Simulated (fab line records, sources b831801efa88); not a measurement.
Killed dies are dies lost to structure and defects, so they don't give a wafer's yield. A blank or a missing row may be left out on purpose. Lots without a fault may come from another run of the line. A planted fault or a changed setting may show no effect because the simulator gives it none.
A struck lot beside a sound one | flow sfq_line | 25 steps out of a route of 325
Sound: wafers L810.1, L810.3, L810.6. Struck: wafer L814.6. (L814.1, L814.5 of the same lot were not struck and are left out.) The cause comes at the end.
At each step with rows: each side's tool, then ch and its chambers, then its first start. Under that, the readings that differ: sound wafers | struck wafers | difference of the means | sigmas: that difference in standard deviations of wafers without a fault.
alike: readings whose means differ by less than 2 such deviations, and words and numbers that are the same on both sides. not compared: withheld readings, readings that some wafer has no value for, bounds like >300 that may hide the same value, and numbers for which the record gives no deviation and whose values overlap.
The two part at a step that has a row with sigmas, a row that says differs or no value, or rows on one side only. Numbers that don't overlap but have no deviation are shown without sigmas and don't part them. A reading that every wafer of one side lacks parts them only if that side has two wafers or more.

first, 6 steps without rows for these wafers: SFQ_TRILAYER_M7_LITHO_COAT_182 (resist thk 62 nm); SFQ_TRILAYER_M7_LITHO_COAT_177 (resist thk 600 nm); SFQ_TRILAYER_M7_LITHO_SOFTBAKE_181; SFQ_TRILAYER_M7_LITHO_EXPOSE_178 (exposes mask M7, target cd 500 nm); SFQ_TRILAYER_M7_LITHO_PEB_180 (peb time 60 s); SFQ_TRILAYER_M7_LITHO_DEVELOP_179 (time 60 s).
SFQ_M7_OVL_MEAS_945:
  sound on overlay-02, day 73 18:43; struck on overlay-02, day 77 00:58
  alike: M7_OVL
SFQ_TRILAYER_M7_BARC_OPEN_METAL_ETCH_229: etches BARC in O2, target depth 125 nm, time 41.7 s.
  sound on rie_metal-03 ch 0,1, day 73 18:45; struck on rie_metal-03 ch 0, day 77 01:00
  alike: bias_w, drypump_motor_current_A, oes_product_au
  not compared: rf_hours_counter_h
SFQ_TRILAYER_M7_ETCH_METAL_ETCH_180: etches Nb in Cl2/Ar, stops on SiO2, target depth 240 nm, time 120 s.
  sound on rie_metal-03 ch 0,1, day 73 18:49; struck on rie_metal-03 ch 0, day 77 01:04
  alike: bias_w, drypump_motor_current_A, oes_product_au
  not compared: rf_hours_counter_h
SFQ_TRILAYER_M7_STRIP_STRIP_181: strips in O2.
  sound on rie_metal-03 ch 0,1, day 73 18:56; struck on rie_metal-03 ch 0, day 77 01:11
  alike: drypump_motor_current_A, oes_product_au
  not compared: rf_hours_counter_h
then, 1 step without rows for these wafers: SFQ_TRILAYER_M7_STRIP_SOLV_CLEAN_182 (cleans in NMP, time 600 s).
SFQ_TRILAYER_I7_DEP_PECVD_183: deposits SiO2 from SiH4/N2O, time 111.11 s, target thk 500 nm.
  sound on pecvd-01 ch 0,1, day 73 19:43; struck on pecvd-02 ch 0, day 77 01:58
  reading                      | sound             | struck | difference | sigmas
  chamber_pressure_Torr (Torr) | 2.415 2.402 2.404 | 2.395  | -0.012     | -2
  alike: heater_power_w, throttle_valve_pct
SFQ_TRILAYER_I7_CMP_CMP_184: polishes SiO2.
  sound on cmp-01 ch 2,3, day 73 20:23; struck on cmp-01 ch 0, day 77 04:29
  reading                                             | sound             | struck | difference | sigmas
  time_to_endpoint_s (s)                              | 210 221 216       | 192    | -24        | -4
  model.SiO2_of_TRILAYER_I7_DEP_PECVD_183.thk_nm (nm) | 197.3 198.4 198.7 | 220.7  | +22.6      |
  alike: motor_current_A
SFQ_I7_BOW_MEAS_946:
  sound on film_metro-04, day 73 23:23; struck on film_metro-02, day 77 05:29
  alike: I7_BOW
SFQ_TRILAYER_I7_METRO_MEASURE_185:
  sound on film_metro-04, day 73 23:31; struck on film_metro-02, day 77 05:36
  reading     | sound             | struck | difference | sigmas
  thk_nm (nm) | 197.5 198.3 198.6 | 220.7  | +22.6      | +24
then, 6 steps without rows for these wafers: SFQ_TRILAYER_I7_VIA_LITHO_COAT_192 (resist thk 62 nm); SFQ_TRILAYER_I7_VIA_LITHO_COAT_187 (resist thk 650 nm); SFQ_TRILAYER_I7_VIA_LITHO_SOFTBAKE_191; SFQ_TRILAYER_I7_VIA_LITHO_EXPOSE_188 (exposes mask I7, target cd 1000 nm); SFQ_TRILAYER_I7_VIA_LITHO_PEB_190 (peb time 60 s); SFQ_TRILAYER_I7_VIA_LITHO_DEVELOP_189 (time 60 s).
SFQ_I7_OVL_MEAS_947:
  sound on overlay-01, day 74 04:42; struck on overlay-02, day 77 09:29
  alike: I7_OVL
SFQ_TRILAYER_I7_VIA_BARC_OPEN_VIA_ETCH_260: etches BARC in O2, target depth 125 nm, time 41.7 s.
  sound on rie_diel-01 ch 0,3, day 74 04:44; struck on rie_diel-03 ch 2, day 77 09:32
  alike: bias_w, drypump_motor_current_A, oes_product_au
  not compared: rf_hours_counter_h
SFQ_TRILAYER_I7_VIA_ETCH_VIA_ETCH_190: etches SiO2 in CHF3, stops on Nb, target depth 260 nm.
  sound on rie_diel-01 ch 0,2,3, day 74 04:47; struck on rie_diel-03 ch 2, day 77 09:34
  reading                        | sound             | struck | difference | sigmas
  oes_product_au (a.u.)          | 0.853 0.855 0.843 | 0.900  | +0.050     | +10
  model.I7.feature_depth_nm (nm) | 197.3 198.4 198.7 | 220.7  | +22.6      |
  model.etch.depth_nm (nm)       | 197.3 198.4 198.7 | 220.7  | +22.6      |
  alike: bias_w, drypump_motor_current_A
then, 1 step without rows for these wafers: SFQ_TRILAYER_I7_VIA_STRIP_STRIP_191 (strips in O2).

WHERE THEY PART
First at SFQ_TRILAYER_I7_DEP_PECVD_183; last, within this record, at SFQ_TRILAYER_I7_VIA_ETCH_VIA_ETCH_190.

WHY: what the simulator had put in
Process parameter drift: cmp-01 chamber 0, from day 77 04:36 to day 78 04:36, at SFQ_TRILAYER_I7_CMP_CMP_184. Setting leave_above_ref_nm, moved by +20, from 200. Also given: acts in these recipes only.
